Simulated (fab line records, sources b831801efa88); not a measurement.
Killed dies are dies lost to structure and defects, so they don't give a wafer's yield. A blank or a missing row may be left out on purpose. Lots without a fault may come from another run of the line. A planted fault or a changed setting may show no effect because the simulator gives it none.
Which tool did it? | flow gf180mcu | 14 lots, 42 wafers sampled, at 4 steps of a route of 602

WHAT THE GAUGES READ, wafer by wafer
GF_M1_RS_MEAS_05: measures by four-point-probe.
lot  | measured     | on            | M1_ALCU_RS (ohm/sq)
L678 | day 16 22:26 | film_metro-02 | 0.0703 0.0695 0.0697
L680 | day 17 13:49 | film_metro-02 | 0.0695 0.0696 0.0695
L684 | day 18 16:44 | film_metro-02 | 0.0699 0.0703 0.0703
L685 | day 19 09:35 | film_metro-02 | 0.0696 0.0693 0.0697
L686 | day 19 15:47 | film_metro-04 | 0.0701 0.0702 0.0706
L689 | day 20 14:09 | film_metro-01 | 0.0689 0.0689 0.0685
L691 | day 21 08:50 | film_metro-02 | 0.0694 0.0697 0.0700
L693 | day 21 23:55 | film_metro-01 | 0.0690 0.0693 0.0689
L694 | day 22 10:54 | film_metro-02 | 0.0686 0.0688 0.0689
L695 | day 22 14:58 | film_metro-01 | 0.0690 0.0696 0.0689
L697 | day 23 08:00 | film_metro-02 | 0.0699 0.0702 0.0701
L698 | day 23 14:55 | film_metro-04 | 0.0698 0.0705 0.0697
L699 | day 23 22:47 | film_metro-01 | 0.0694 0.0695 0.0693
L700 | day 24 07:35 | film_metro-02 | 0.0684 0.0689 0.0691

WHICH TOOL RAN EACH LOT (tool, then ch and the chambers of the sampled wafers, then the start)
lot  | GF_SALICIDE_SPUTTER_02       | GF_SALICIDE_RTA_06               | GF_CONTACT_CVD_02
L678 | pvd_sputter-04, day 15 21:37 | rtp_anneal-02 ch 0, day 15 21:51 | pecvd-01 ch 0,1,2, day 15 22:15
L680 | pvd_sputter-04, day 16 12:10 | rtp_anneal-01 ch 0, day 16 12:25 | pecvd-01 ch 0,1,2, day 16 12:48
L684 | pvd_sputter-02, day 17 14:25 | rtp_anneal-02 ch 0, day 17 14:41 | pecvd-01 ch 0,1, day 17 15:03
L685 | pvd_sputter-02, day 18 06:53 | rtp_anneal-02 ch 0, day 18 07:09 | pecvd-03 ch 0,1,2, day 18 07:31
L686 | pvd_sputter-02, day 18 12:43 | rtp_anneal-01 ch 0, day 18 12:57 | pecvd-01 ch 0,1,2, day 18 13:21
L689 | pvd_sputter-02, day 19 11:45 | rtp_anneal-01 ch 0, day 19 11:59 | pecvd-01 ch 1,2, day 19 12:25
L691 | pvd_sputter-01, day 20 06:04 | rtp_anneal-01 ch 0, day 20 06:20 | pecvd-01 ch 0,2, day 20 06:44
L693 | pvd_sputter-01, day 20 21:06 | rtp_anneal-02 ch 0, day 20 21:20 | pecvd-04 ch 0,1, day 20 21:44
L694 | pvd_sputter-01, day 21 06:29 | rtp_anneal-02 ch 0, day 21 06:44 | pecvd-01 ch 0,2, day 21 07:07
L695 | pvd_sputter-04, day 21 12:17 | rtp_anneal-01 ch 0, day 21 12:35 | pecvd-01 ch 0,1,2, day 21 12:58
L697 | pvd_sputter-02, day 22 06:18 | rtp_anneal-02 ch 0, day 22 06:35 | pecvd-04 ch 0,1,2, day 22 06:59
L698 | pvd_sputter-04, day 22 13:20 | rtp_anneal-02 ch 0, day 22 13:34 | pecvd-01 ch 0,2, day 22 13:58
L699 | pvd_sputter-02, day 22 20:13 | rtp_anneal-02 ch 0, day 22 20:27 | pecvd-01 ch 0,2, day 22 20:51
L700 | pvd_sputter-02, day 23 06:13 | rtp_anneal-01 ch 0, day 23 06:27 | pecvd-04 ch 1,2, day 23 06:50
- GF_SALICIDE_SPUTTER_02: material Co, target thk 10 nm, time 20 s.
- GF_SALICIDE_RTA_06: time 30 s.
- GF_CONTACT_CVD_02: deposits SiO2 from TEOS, target thk 860 nm, time 95.992 s.

WHAT THE TOOLS THEMSELVES READ (means of the sampled wafers that have a number; where no wafer has one, the mark that the record gives instead)
GF_SALICIDE_SPUTTER_02.
lot  | tool           | chamber_pressure_pa (Pa) | throttle_valve_pct (%)
L678 | pvd_sputter-04 | 0.3994                   | 29.9
L680 | pvd_sputter-04 | 0.4003                   | 30.2
L684 | pvd_sputter-02 | 0.4000                   | 29.9
L685 | pvd_sputter-02 | 0.4004                   | 29.5
L686 | pvd_sputter-02 | 0.3991                   | 29.9
L689 | pvd_sputter-02 | 0.4002                   | 30.0
L691 | pvd_sputter-01 | 0.3999                   | 29.8
L693 | pvd_sputter-01 | 0.4000                   | 29.8
L694 | pvd_sputter-01 | 0.3991                   | 30.0
L695 | pvd_sputter-04 | 0.3995                   | 29.9
L697 | pvd_sputter-02 | 0.4005                   | 30.0
L698 | pvd_sputter-04 | 0.4009                   | 30.2
L699 | pvd_sputter-02 | 0.3999                   | 29.7
L700 | pvd_sputter-02 | 0.3993                   | 29.9

GF_SALICIDE_RTA_06.
lot  | tool          | lamp_power_pct (%) | wafer_temp_C_max
L678 | rtp_anneal-02 | 6.32               | 534.0
L680 | rtp_anneal-01 | 6.69               | 532.8
L684 | rtp_anneal-02 | 5.24               | 488.8
L685 | rtp_anneal-02 | 5.25               | 489.8
L686 | rtp_anneal-01 | 6.69               | 533.1
L689 | rtp_anneal-01 | 6.69               | 533.5
L691 | rtp_anneal-01 | 6.68               | 532.9
L693 | rtp_anneal-02 | 6.32               | 534.8
L694 | rtp_anneal-02 | 6.32               | 534.6
L695 | rtp_anneal-01 | 6.69               | 532.7
L697 | rtp_anneal-02 | 6.32               | 534.5
L698 | rtp_anneal-02 | 6.32               | 534.2
L699 | rtp_anneal-02 | 6.32               | 533.7
L700 | rtp_anneal-01 | 6.68               | 532.7

GF_CONTACT_CVD_02.
lot  | tool     | heater_power_outer_w (W) | heater_power_w (W) | susceptor_temp_C (C)
L678 | pecvd-01 | 318                      | 565                | 400.05
L680 | pecvd-01 | 348                      | 614                | 400.11
L684 | pecvd-01 | 389                      | 655                | 400.20
L685 | pecvd-03 | 386                      | 688                | 400.26
L686 | pecvd-01 | 315                      | 570                | 399.96
L689 | pecvd-01 | 303                      | 541                | 399.95
L691 | pecvd-01 | 276                      | 525                | 399.99
L693 | pecvd-04 | 456                      | 752                | 399.83
L694 | pecvd-01 | 318                      | 576                | 400.22
L695 | pecvd-01 | 337                      | 601                | 399.93
L697 | pecvd-04 | 388                      | 676                | 399.92
L698 | pecvd-01 | 360                      | 633                | 399.89
L699 | pecvd-01 | 381                      | 651                | 399.94
L700 | pecvd-04 | 333                      | 599                | 399.79

THE ANSWER, worked out from the rows above alone
Rule: what is usual is taken from the lots themselves. Put in order of their means at a reading, lots are off if they are a third of the lots or fewer, leave a main group of 4 or more, and stand apart from it by a gap of 3 or more times the standard deviation of the main group's means; of several such gaps the widest counts. A main group whose means are all the same, to the digits that the tables above print for the reading, isn't used. A lot without any number at a reading at which 4 lots or more have one is off too. The other lots that the step has rows for count as sound. The gauges are gone through in route order, then the tools' own readings, and for those a lot's mean is taken as printed above. The first step at which some lot is off is used, and at that step the reading that is off furthest; a lot without a number counts as furthest.
Off: L684, L685, at GF_SALICIDE_RTA_06 (wafer_temp_C_max). The main group: mean 533.6, standard deviation 0.75.
A tool fits if, at that step or a process step before it, it ran every lot that is off, and no sound lot after the first of them. None of those tried fits.

WHAT THE SIMULATOR HAD PUT IN
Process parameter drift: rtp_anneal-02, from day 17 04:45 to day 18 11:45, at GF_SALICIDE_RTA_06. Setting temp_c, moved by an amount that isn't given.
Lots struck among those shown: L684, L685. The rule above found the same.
